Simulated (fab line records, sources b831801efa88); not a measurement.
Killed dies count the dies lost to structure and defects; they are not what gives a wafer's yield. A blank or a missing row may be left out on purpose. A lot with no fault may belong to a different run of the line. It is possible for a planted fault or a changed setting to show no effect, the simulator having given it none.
Which of the tools did it?    flow gf180mcu    72 wafers from 24 lots sampled at 4 of the route's 602 steps

== WHAT THE GAUGES SHOWED, per wafer ==
GF_POLY_GATE_CD_MEAS_18. Usual: cd nm at 279.4 nm, with a standard deviation of 1.9.
lot   measured      on         cd nm (nm)         flag
L074  day 9 07:37   cd sem-02  279.2 278.5 280.5  
L075  day 9 13:43   cd sem-02  280.1 279.7 281.7  
L076  day 9 18:02   cd sem-01  279.7 280.3 276.9  
L077  day 10 01:17  cd sem-01  280.9 278.7 278.7  
L078  day 10 09:20  cd sem-02  276.1 281.6 280.1  
L079  day 10 18:46  cd sem-02  278.8 282.3 280.6  
L080  day 11 01:13  cd sem-02  277.6 276.1 279.9  
L081  day 11 04:07  cd sem-01  273.6 280.7 279.6  
L082  day 11 18:15  cd sem-02  280.3 278.8 278.3  
L083  day 11 22:13  cd sem-01  278.8 279.1 277.4  
L084  day 12 07:18  cd sem-01  282.1 279.8 281.5  
L085  day 12 12:43  cd sem-01  281.1 280.8 278.2  
L086  day 12 18:09  cd sem-01  279.6 280.2 280.4  
L087  day 13 00:49  cd sem-02  280.1 284.4 281.7  
L088  day 13 10:41  cd sem-01  278.5 274.2 277.3  
L089  day 13 15:53  cd sem-01  279.5 278.8 281.1  
L090  day 14 04:22  cd sem-02  284.4 281.8 280.4  
L091  day 14 05:49  cd sem-01  275.4 278.4 279.5  
L092  day 14 20:51  cd sem-02  279.2 280.0 279.0  
L093  day 15 01:56  cd sem-02  282.0 280.3 281.9  
L094  day 15 08:28  cd sem-02  280.2 279.6 281.1  
L095  day 15 14:05  cd sem-02  276.2 279.7 279.9  
L096  day 15 23:05  cd sem-02  279.3 276.8 278.1  
L097  day 16 09:04  cd sem-02  280.0 280.4 278.7  

GF_V4_BOW_MEAS_05. Usual: V4_BOW gives 135 um (standard deviation 10).
lot   measured      on             V4_BOW (um)  flag
L074  day 23 13:25  film metro-04  138 138 135  
L075  day 23 22:49  film metro-04  132 140 131  
L076  day 24 01:41  film metro-01  152 141 135  
L077  day 24 13:36  film metro-01  136 126 135  
L078  day 24 23:58  film metro-04  136 132 144  
L079  day 25 05:41  film metro-01  158 150 154  
L080  day 25 18:52  film metro-01  148 150 156  
L081  day 26 00:01  film metro-01  132 141 152  
L082  day 26 08:00  film metro-04  137 129 135  
L083  day 26 20:10  film metro-03  142 128 134  
L084  day 27 00:08  film metro-01  160 136 145  
L085  day 27 05:25  film metro-04  125 132 132  
L086  day 27 14:43  film metro-03  126 127 116  
L087  day 27 17:59  film metro-01  151 154 135  
L088  day 28 03:34  film metro-04  129 136 132  
L089  day 28 09:31  film metro-03  116 112 112  
L090  day 28 21:18  film metro-03  153 132 139  
L091  day 28 22:56  film metro-04  126 133 137  
L092  day 29 16:25  film metro-01  137 146 135  
L093  day 29 16:52  film metro-04  125 126 112  
L094  day 29 21:19  film metro-04  126 132 129  
L095  day 30 03:41  film metro-01  133 123 137  
L096  day 30 12:03  film metro-01  141 130 129  
L097  day 30 18:06  film metro-04  116 123 133  

== WHAT TOOL EACH LOT RAN ON (gives the tool, then ch and the chambers of the sampled wafers, and finally the start) ==
lot   GF_V3_SPUTTER_22              GF_M4_SPUTTER_00
L074  pvd sputter-03, day 22 12:19  pvd sputter-01, day 22 12:57
L075  pvd sputter-04, day 22 21:50  pvd sputter-02, day 22 22:29
L076  pvd sputter-01, day 23 01:35  pvd sputter-02, day 23 02:13
L077  pvd sputter-01, day 23 13:01  pvd sputter-04, day 23 13:38
L078  pvd sputter-01, day 23 20:50  pvd sputter-01, day 23 21:28
L079  pvd sputter-04, day 24 04:53  pvd sputter-01, day 24 05:31
L080  pvd sputter-03, day 24 19:26  pvd sputter-04, day 24 20:04
L081  pvd sputter-03, day 24 23:11  pvd sputter-02, day 25 01:17
L082  pvd sputter-03, day 25 08:43  pvd sputter-04, day 25 09:20
L083  pvd sputter-01, day 25 21:35  pvd sputter-01, day 25 22:17
L084  pvd sputter-04, day 26 01:14  pvd sputter-04, day 26 01:52
L085  pvd sputter-01, day 26 06:40  pvd sputter-04, day 26 07:18
L086  pvd sputter-04, day 26 16:35  pvd sputter-01, day 26 17:13
L087  pvd sputter-03, day 26 20:28  pvd sputter-01, day 26 21:05
L088  pvd sputter-01, day 27 05:53  pvd sputter-01, day 27 06:31
L089  pvd sputter-03, day 27 11:11  pvd sputter-01, day 27 11:50
L090  pvd sputter-01, day 27 23:33  pvd sputter-04, day 28 00:11
L091  pvd sputter-01, day 28 01:44  pvd sputter-01, day 28 02:22
L092  pvd sputter-04, day 28 19:36  pvd sputter-02, day 28 20:14
L093  pvd sputter-03, day 28 19:37  pvd sputter-04, day 28 20:14
L094  pvd sputter-03, day 29 00:19  pvd sputter-04, day 29 00:56
L095  pvd sputter-04, day 29 06:19  pvd sputter-04, day 29 06:57
L096  pvd sputter-04, day 29 15:01  pvd sputter-02, day 29 15:39
L097  pvd sputter-04, day 29 21:50  pvd sputter-02, day 29 22:28
- GF_V3_SPUTTER_22: material TiN, target thk 10 nm, time 40 s.
- GF_M4_SPUTTER_00: material Ti, target thk 37.5 nm, time 150 s.

== AS READ BY THE TOOLS THEMSELVES (means over the sampled wafers that have a number; for cases with no such wafer, the mark the record gives instead) ==
GF_V3_SPUTTER_22. Usual: throttle valve pct at 30.0 %, with a standard deviation of 1.6.
lot   tool            throttle valve pct (%)  flag
L074  pvd sputter-03  31.6                    
L075  pvd sputter-04  30.0                    
L076  pvd sputter-01  29.8                    
L077  pvd sputter-01  28.9                    
L078  pvd sputter-01  29.4                    
L079  pvd sputter-04  29.1                    
L080  pvd sputter-03  29.8                    
L081  pvd sputter-03  30.1                    
L082  pvd sputter-03  29.5                    
L083  pvd sputter-01  29.6                    
L084  pvd sputter-04  30.4                    
L085  pvd sputter-01  29.4                    
L086  pvd sputter-04  30.1                    
L087  pvd sputter-03  29.7                    
L088  pvd sputter-01  29.6                    
L089  pvd sputter-03  30.8                    
L090  pvd sputter-01  28.9                    
L091  pvd sputter-01  29.1                    
L092  pvd sputter-04  29.4                    
L093  pvd sputter-03  29.9                    
L094  pvd sputter-03  29.8                    
L095  pvd sputter-04  30.1                    
L096  pvd sputter-04  30.0                    
L097  pvd sputter-04  30.2                    

GF_M4_SPUTTER_00. Usual: throttle valve pct at 30.0 %, with a standard deviation of 1.2.
lot   tool            throttle valve pct (%)  flag
L074  pvd sputter-01  28.9                    
L075  pvd sputter-02  30.5                    
L076  pvd sputter-02  30.6                    
L077  pvd sputter-04  29.9                    
L078  pvd sputter-01  29.3                    
L079  pvd sputter-01  29.4                    
L080  pvd sputter-04  29.2                    
L081  pvd sputter-02  30.2                    
L082  pvd sputter-04  30.1                    
L083  pvd sputter-01  29.0                    
L084  pvd sputter-04  30.0                    
L085  pvd sputter-04  30.2                    
L086  pvd sputter-01  29.4                    
L087  pvd sputter-01  29.6                    
L088  pvd sputter-01  29.9                    
L089  pvd sputter-01  29.5                    
L090  pvd sputter-04  28.8                    
L091  pvd sputter-01  29.7                    
L092  pvd sputter-02  30.4                    
L093  pvd sputter-04  30.2                    
L094  pvd sputter-04  30.2                    
L095  pvd sputter-04  31.2                    
L096  pvd sputter-02  30.6                    
L097  pvd sputter-02  31.3                    

== THE ANSWER, worked out from the rows above alone ==
Rule: take the mean of a lot's wafers that have a number; if it is more than 3 standard deviations from the usual mean, the lot is off. A lot without any number at a reading at which 4 lots or more have one is off too. Where the step has rows for the other lots, those lots are counted as sound. First the gauges in route order, then the tools' own readings, where a lot's mean is used as printed above. The first step at which some lot is off is used, and at that step the reading that is off furthest; a lot without a number counts as furthest.
Across all readings shown, no lot is off: no conclusion can be drawn from this.

== WHAT THE SIMULATOR HAD PUT IN ==
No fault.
